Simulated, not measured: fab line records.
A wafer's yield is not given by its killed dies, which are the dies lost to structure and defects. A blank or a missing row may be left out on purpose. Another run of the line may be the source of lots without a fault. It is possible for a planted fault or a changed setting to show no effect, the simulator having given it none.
Which tool did it?	flow gf180mcu	33 wafers from 11 lots sampled at 6 of the route's 602 steps

== WHAT EACH GAUGE READ, for each wafer ==
GF_V1_RS_MEAS_24: measures by four-point-probe.
lot	measured	on	V1_W_RS (ohm/sq)
L182	day 18 09:38	filmMetro-02	0.324 0.328 0.326
L183	day 18 19:45	filmMetro-01	0.326 0.331 0.325
L191	day 21 11:53	filmMetro-02	0.649 0.643 0.651
L193	day 22 04:23	filmMetro-01	0.668 0.671 0.682
L195	day 23 00:24	filmMetro-02	0.332 0.331 0.333
L197	day 23 16:32	filmMetro-03	0.326 0.334 0.331
L200	day 24 21:26	filmMetro-02	0.329 0.326 0.328
L202	day 25 04:18	filmMetro-01	0.328 0.324 0.331
L203	day 25 14:20	filmMetro-03	0.321 0.322 0.324
L204	day 26 00:13	filmMetro-02	0.325 0.326 0.322
L205	day 26 04:32	filmMetro-02	0.322 0.325 0.329

GF_V1_THK_MEAS_25: measures by xrf.
lot	measured	on	V1_W_THK (nm)
L182	day 18 09:44	filmMetro-02	345 340 342
L183	day 18 19:52	filmMetro-01	343 336 342
L191	day 21 12:00	filmMetro-02	175 176 174
L193	day 22 04:30	filmMetro-01	169 169 167
L195	day 23 00:31	filmMetro-02	336 339 334
L197	day 23 16:38	filmMetro-03	333 327 329
L200	day 24 21:33	filmMetro-02	341 344 344
L202	day 25 04:25	filmMetro-01	340 345 339
L203	day 25 14:27	filmMetro-03	342 339 339
L204	day 26 00:19	filmMetro-02	346 346 350
L205	day 26 04:38	filmMetro-02	350 347 343

== TOOL THAT RAN EACH LOT (tool first, then ch and the chambers of the sampled wafers, then the start) ==
lot	GF_M1_SPUTTER_00	GF_M1_SPUTTER_01	GF_V1_CVD_02	GF_V1_CVD_23
L182	pvdSputter-03, day 16 08:17	pvdSputter-03, day 16 08:23	pecvd-04 ch 0,1, day 17 08:14	cvdW-02 ch 0, day 18 09:30
L183	pvdSputter-01, day 16 18:18	pvdSputter-01, day 16 18:24	pecvd-01 ch 0,2, day 17 18:17	cvdW-01 ch 0,1, day 18 19:38
L191	pvdSputter-04, day 19 09:34	pvdSputter-04, day 19 09:40	pecvd-02 ch 0,1, day 20 10:34	cvdW-01 ch 0,1, day 21 11:46
L193	pvdSputter-03, day 20 02:12	pvdSputter-03, day 20 02:18	pecvd-04 ch 0, day 21 03:47	cvdW-01 ch 0, day 22 04:16
L195	pvdSputter-04, day 20 23:16	pvdSputter-04, day 20 23:22	pecvd-04 ch 0,2, day 22 00:18	cvdW-02 ch 0,1, day 23 00:16
L197	pvdSputter-04, day 21 16:15	pvdSputter-04, day 21 16:21	pecvd-02 ch 0,1, day 22 16:43	cvdW-02 ch 0,1, day 23 16:25
L200	pvdSputter-04, day 22 22:08	pvdSputter-04, day 22 22:14	pecvd-01 ch 0,1,2, day 23 21:41	cvdW-01 ch 0, day 24 21:19
L202	pvdSputter-04, day 23 05:30	pvdSputter-04, day 23 05:36	pecvd-02 ch 0,1,2, day 24 04:56	cvdW-01 ch 0, day 25 04:11
L203	pvdSputter-04, day 23 16:16	pvdSputter-04, day 23 16:22	pecvd-01 ch 0,1,2, day 24 15:25	cvdW-01 ch 0,1, day 25 14:13
L204	pvdSputter-03, day 24 02:17	pvdSputter-03, day 24 02:23	pecvd-02 ch 1,2, day 25 01:50	cvdW-02 ch 0,1, day 26 00:05
L205	pvdSputter-01, day 24 07:27	pvdSputter-01, day 24 07:33	pecvd-01 ch 1,2, day 25 06:06	cvdW-01 ch 0,1, day 26 04:25
- GF_M1_SPUTTER_00: material Ti, target thk 37.5 nm, time 150 s.
- GF_M1_SPUTTER_01: material TiN, target thk 30 nm, time 25 s.
- GF_V1_CVD_02: deposits SiO2 from TEOS, target thk 850 nm, time 94.851 s.
- GF_V1_CVD_23: deposits W, target thk 350 nm, time 105.05 s.

== WHAT THE TOOLS THEMSELVES READ (means of the sampled wafers that have a number; where no wafer has one, the mark that the record gives instead) ==
GF_M1_SPUTTER_00.
lot	tool	throttleValvePct (%)
L182	pvdSputter-03	31.1
L183	pvdSputter-01	29.6
L191	pvdSputter-04	30.0
L193	pvdSputter-03	30.8
L195	pvdSputter-04	30.4
L197	pvdSputter-04	30.1
L200	pvdSputter-04	30.2
L202	pvdSputter-04	30.3
L203	pvdSputter-04	30.2
L204	pvdSputter-03	30.6
L205	pvdSputter-01	29.5

GF_M1_SPUTTER_01.
lot	tool	throttleValvePct (%)
L182	pvdSputter-03	31.2
L183	pvdSputter-01	29.3
L191	pvdSputter-04	29.9
L193	pvdSputter-03	30.8
L195	pvdSputter-04	30.3
L197	pvdSputter-04	30.3
L200	pvdSputter-04	30.2
L202	pvdSputter-04	30.1
L203	pvdSputter-04	30.4
L204	pvdSputter-03	30.6
L205	pvdSputter-01	29.4

GF_V1_CVD_02.
lot	tool	heaterPowerW (W)
L182	pecvd-04	617
L183	pecvd-01	537
L191	pecvd-02	519
L193	pecvd-04	551
L195	pecvd-04	517
L197	pecvd-02	567
L200	pecvd-01	613
L202	pecvd-02	573
L203	pecvd-01	590
L204	pecvd-02	588
L205	pecvd-01	636

GF_V1_CVD_23.
lot	tool	heaterPowerW (W)
L182	cvdW-02	818
L183	cvdW-01	822
L191	cvdW-01	831
L193	cvdW-01	762
L195	cvdW-02	900
L197	cvdW-02	890
L200	cvdW-01	773
L202	cvdW-01	772
L203	cvdW-01	835
L204	cvdW-02	922
L205	cvdW-01	828

== THE ANSWER, worked out from the rows above alone ==
Rule: the usual values come from the lots themselves. The widest of any qualifying gaps counts: lots, ordered by their means at a reading, are off when they make up no more than a third of the lots, leave a main group of 4 or more, and stand apart from it by 3 or more times the standard deviation of that group's means. The tables above print the reading to a certain number of digits; a main group whose means all agree to those digits is not used. Also off: a lot with no number at a reading for which 4 or more lots have one. The other lots that the step has rows for count as sound. The gauges are gone through in route order, then the tools' own readings, and for those a lot's mean is taken as printed above. The first step at which some lot is off is used, and at that step the reading that is off furthest; a lot without a number counts as furthest.
Off: L191, L193, at GF_V1_RS_MEAS_24 (V1_W_RS). For the main group the mean is 0.327 ohm/sq and the standard deviation 0.0028.
If a tool, at a process step before that reading, ran all the lots that are off and no sound lot after the first of them, it fits. The gauges at GF_V1_RS_MEAS_24 are tried like those tools. No candidate that was tried fits.

== WHAT THE SIMULATOR PUT IN ==
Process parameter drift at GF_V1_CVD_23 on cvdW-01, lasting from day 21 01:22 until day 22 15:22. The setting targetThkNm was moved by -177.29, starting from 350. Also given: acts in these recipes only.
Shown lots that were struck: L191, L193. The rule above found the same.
